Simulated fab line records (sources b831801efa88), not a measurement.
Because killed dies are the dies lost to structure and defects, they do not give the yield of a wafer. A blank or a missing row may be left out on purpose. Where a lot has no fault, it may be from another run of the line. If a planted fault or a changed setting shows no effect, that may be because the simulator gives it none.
2 desks looking at one fault || flow gf180mcu || each desk holds nothing but its own numbers, with what lay behind them at the end

FROM THE METROLOGY DESK
Means of the sampled wafers that have a number, per lot and without regard to the tool the lot ran on: this is what the gauges read. A lot is out of limits, marked OUT, if its mean lies more than 4 standard deviations from the usual mean; the brackets give that distance.
Columns: A = DNWELL_TW at GF_DNWELL_TW_MEAS_09, usual 1336
{"lot": "L458", "first seen here": "day 2 20:51", "A": 1334}
{"lot": "L459", "first seen here": "day 3 02:13", "A": 1361}
{"lot": "L461", "first seen here": "day 3 11:28", "A": 1316}
{"lot": "L462", "first seen here": "day 3 16:48", "A": 1313}
{"lot": "L463", "first seen here": "day 3 20:28", "A": 1318}
{"lot": "L469", "first seen here": "day 5 09:22", "A": 1326}
{"lot": "L475", "first seen here": "day 6 13:44", "A": 1341}
{"lot": "L476", "first seen here": "day 6 16:59", "A": 1339}
{"lot": "L477", "first seen here": "day 6 23:59", "A": 1319}
{"lot": "L478", "first seen here": "day 7 03:47", "A": 1322}
{"lot": "L479", "first seen here": "day 7 10:11", "A": 1327}
{"lot": "L480", "first seen here": "day 7 15:49", "A": 1349}
{"lot": "L481", "first seen here": "day 7 20:28", "A": 1329}
This desk's verdict: no lot among the 13 shows anything out of limits.

TOOL OWNER'S DESK, plasma_asher-01
The tool's own readings at GF_HV_LDD_STRIP_22 (strips in O2/N2): means of the sampled wafers that have a number, for each lot that ran on this tool. A lot is out of limits, marked OUT, if its mean lies more than 4 standard deviations from the usual mean; the brackets give that distance.
Columns: A = drypump_motor_current_A at GF_HV_LDD_STRIP_22, usual 5.8 A; B = heater_power_w at GF_HV_LDD_STRIP_22, usual 339 W; C = oes_product_au at GF_HV_LDD_STRIP_22, usual 0.716 a.u.; D = strip_time_to_endpoint_s at GF_HV_LDD_STRIP_22, usual 12.63 s
{"lot": "L458", "first seen here": "day 10 23:12", "A": 5.3, "B": 364, "C": 0.715, "D": 12.72}
{"lot": "L459", "first seen here": "day 11 05:01", "A": 5.3, "B": 346, "C": 0.719, "D": 12.65}
{"lot": "L461", "first seen here": "day 11 17:48", "A": 5.3, "B": 366, "C": 0.719, "D": 12.60}
{"lot": "L469", "first seen here": "day 14 11:26", "A": 5.3, "B": 372, "C": "0.896 (+44) OUT", "D": "-"}
{"lot": "L477", "first seen here": "day 16 18:41", "A": 5.3, "B": 343, "C": 0.718, "D": 12.64}
{"lot": "L478", "first seen here": "day 17 00:25", "A": 5.4, "B": 377, "C": 0.717, "D": 12.62}
{"lot": "L479", "first seen here": "day 17 10:35", "A": 5.3, "B": 347, "C": 0.717, "D": 12.61}
Finding of this desk: L469 out of limits; the first was L469 at day 14 11:26, on oes_product_au at GF_HV_LDD_STRIP_22. In limits: L458, L459, L461, L477, L478, L479.

PUT TOGETHER
At day 14 11:26, on L469, the tool owner's desk was in a position to raise an alarm.
Metrology desk: nothing out of limits seen.
The metrology desk has L469 on record, within its limits.
All the named lots went through GF_HV_LDD_STRIP_22 on plasma_asher-01.

WHAT THE SIMULATOR HAD INSERTED
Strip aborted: plasma_asher-01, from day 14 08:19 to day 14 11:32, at GF_HV_LDD_STRIP_22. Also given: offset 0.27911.
Shown lots that were struck: L469.
Each desk's first reading out of limits, in hours after the fault started: the tool owner's desk, 3.
